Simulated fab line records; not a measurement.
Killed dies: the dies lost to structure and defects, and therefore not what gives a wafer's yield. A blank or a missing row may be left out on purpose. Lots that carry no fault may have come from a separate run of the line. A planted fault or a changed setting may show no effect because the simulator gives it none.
Chamber matching -- flow sky130 -- SKY_CAPM_CVD_00 on pecvd-03 has 3 sister chambers
The step deposits SiO2, target thk 15.5 nm. 20 wafers are shown with their chamber, then 10 later ones without.

EACH WAFER AND ITS CHAMBER
wafer,chamber,heater power outer w (W),heater power w (W)
L075.1,0,431,691
L075.2,1,366,683
L075.4,2,395,661
L079.1,2,313,577
L079.3,0,464,738
L079.5,2,328,577
L078.4,0,451,715
L078.5,1,355,653
L078.6,2,368,656
L081.1,0,480,766
L081.3,1,433,741
L081.6,1,410,738
L082.2,1,362,654
L082.3,0,476,775
L082.4,2,334,605
L087.2,1,376,664
L087.5,2,377,639
L087.6,0,437,712
L085.2,2,362,651
L085.4,2,380,643

SIGNATURES (averages over the wafers above)
reading,chamber 0,chamber 1,chamber 2,scatter within a chamber
heater power outer w,456.50,383.67,357.12,27.3
heater power w,732.83,688.83,626.12,36.1
Rule: distance of a wafer from a chamber = root of the sum over the readings of ((wafer's reading minus chamber's mean) / reading's scatter) squared. If the next closest chamber is less than 2 further off than the closest, the wafer can't be placed; otherwise it belongs to the closest. How the scatter is found: for the shown wafers, subtract from each reading the mean of its chamber, square and add these, divide the total by (wafers less chambers), then take the root.

WAFERS WHOSE CHAMBER IS MISSING
wafer,heater power outer w (W),heater power w (W)
L085.6,415,712
L090.1,430,751
L090.5,394,644
L090.6,380,658
L096.2,453,726
L096.4,430,742
L096.5,378,650
L092.3,470,731
L092.4,477,764
L092.5,387,698

EACH ONE'S CHAMBER
wafer,from the rows above,in truth
L085.6,can't be placed: 1 or 0 or 2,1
L090.1,can't be placed: 0 or 1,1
L090.5,can't be placed: 1 or 2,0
L090.6,can't be placed: 1 or 2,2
L096.2,0,0
L096.4,can't be placed: 0 or 1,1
L096.5,can't be placed: 2 or 1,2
L092.3,0,0
L092.4,0,0
L092.5,can't be placed: 1 or 2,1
Correctly placed: 3 of 10. Cannot be placed on the basis of these rows: 7; the candidates contain the true chamber in 6. Placed wrongly: 0.
